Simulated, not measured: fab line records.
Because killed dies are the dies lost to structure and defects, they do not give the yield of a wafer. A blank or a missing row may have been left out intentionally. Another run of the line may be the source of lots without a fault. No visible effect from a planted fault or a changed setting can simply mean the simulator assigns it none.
Split-lot experiment ; flow gf180mcu ; 5 lots, 23 wafers read, on a route of 602 steps

## ABOUT THE SPLIT
At GF_CONTACT_CVD_24 (deposits W, target thk 300 nm, time 90.339 s), the setting temp-c was moved away from the recipe's 400 C on 9 of the 23 wafers read, by -2.3% to +1.9%. This setting was run at the recipe's value on the other wafers.

## FROM THE SPLIT TO THE READING: what the file shows between them, 1 step
- GF_CONTACT_RS_MEAS_25: measures by four-point-probe

## THE READING
CONTACT_W_THK, in nm, at GF_CONTACT_THK_MEAS_26 (measures by xrf). A value of 298 nm with a standard deviation of 3.6 nm is what fault-free wafers of this fab line usually give.

wafer;tool, chamber at the split;temp-c as run, C;against the recipe;CONTACT_W_THK, nm;against lot-mates on the recipe
L074.1;cvd-w-01, 0;400;recipe;304;-
L074.2;cvd-w-01, 1;400;recipe;301;-
L074.4;cvd-w-01, 0;400;recipe;302;-
L074.5;cvd-w-01, 0;407.6;+1.9%;349;+47
L074.6;cvd-w-01, 1;407.6;+1.9%;342;+40
L075.1;cvd-w-02, 1;400;recipe;299;-
L075.3;cvd-w-02, 0;390.6;-2.3%;250;-46
L075.4;cvd-w-02, 1;400;recipe;295;-
L075.5;cvd-w-02, 1;400;recipe;295;-
L075.6;cvd-w-02, 0;390.6;-2.3%;246;-50
L082.1;cvd-w-02, 1;404.3;+1.1%;320;+19
L082.2;cvd-w-02, 0;400;recipe;301;-
L082.3;cvd-w-02, 1;404.3;+1.1%;325;+24
L082.5;cvd-w-02, 1;400;recipe;299;-
L082.6;cvd-w-02, 0;400;recipe;304;-
L083.2;cvd-w-01, 0;400;recipe;299;-
L083.3;cvd-w-01, 0;394.1;-1.5%;270;-29
L083.4;cvd-w-01, 1;394.1;-1.5%;265;-34
L083.5;cvd-w-01, 1;394.1;-1.5%;264;-35
L083.6;cvd-w-01, 0;400;recipe;299;-
L084.1;cvd-w-02, 0;400;recipe;292;-
L084.2;cvd-w-02, 1;400;recipe;293;-
L084.4;cvd-w-02, 1;400;recipe;294;-

THE FIT
A straight line over all 23 wafers: CONTACT_W_THK changes by +22.6 nm for each +1% of temp-c; r = +0.99; the points scatter about the line by 3.8 nm.
The same after taking each lot's own level away (the mean of its wafers on the recipe; 23 wafers): +21.5 nm for each +1%; r = +0.99; scatter 2.4 nm.
That fit puts the effect of the largest move of temp-c on the reading at 50 nm.
Measured against the standard deviation above, the lots' own levels, which go from 293.0 to 302.3 nm, span 2.6 times it.
Hence the lot-to-lot level has little effect on the slope; both slopes agree.
Check: -51.5 nm against its lot-mates is what the line predicts for one of the wafers moved furthest among these (-2.3%) when that wafer is left out of the fit. It came out at -46.3 nm against them.

## THE OTHER SPLITS THESE WAFERS WENT THROUGH
Before the reading, these wafers also passed through other splits. Each is held against what the fit with the lots' levels taken away leaves over:
other split on the same wafers;wafers away from the commonest value;r with CONTACT_W_THK (lot level and that fit taken away)
GF_CONTACT_CVD_00 sih4-flow-sccm;9;+0.54
GF_CONTACT_SOFTBAKE_10 time-s;9;-0.11

## THE WHOLE CHAIN: every reading that the file lists as answering this split, in the file's order
step;what it does;reading;change (the file's fit);r (the file's)
GF_CONTACT_CVD_24;deposits W, target thk 300 nm, time 90.339 s;W_of_CONTACT_CVD_24.thk-nm (the simulator's own value, which no gauge read);+21.6 nm for each +1% of the setting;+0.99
GF_CONTACT_RS_MEAS_25;measures by four-point-probe;CONTACT_W_RS;-0.0294 for each +1% of the setting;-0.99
GF_CONTACT_THK_MEAS_26;measures by xrf;CONTACT_W_THK;+21.3 for each +1% of the setting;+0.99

## THE FILE'S OWN FIT
CONTACT_W_THK changes by +21.3 nm for each +1% of temp-c, r = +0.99.
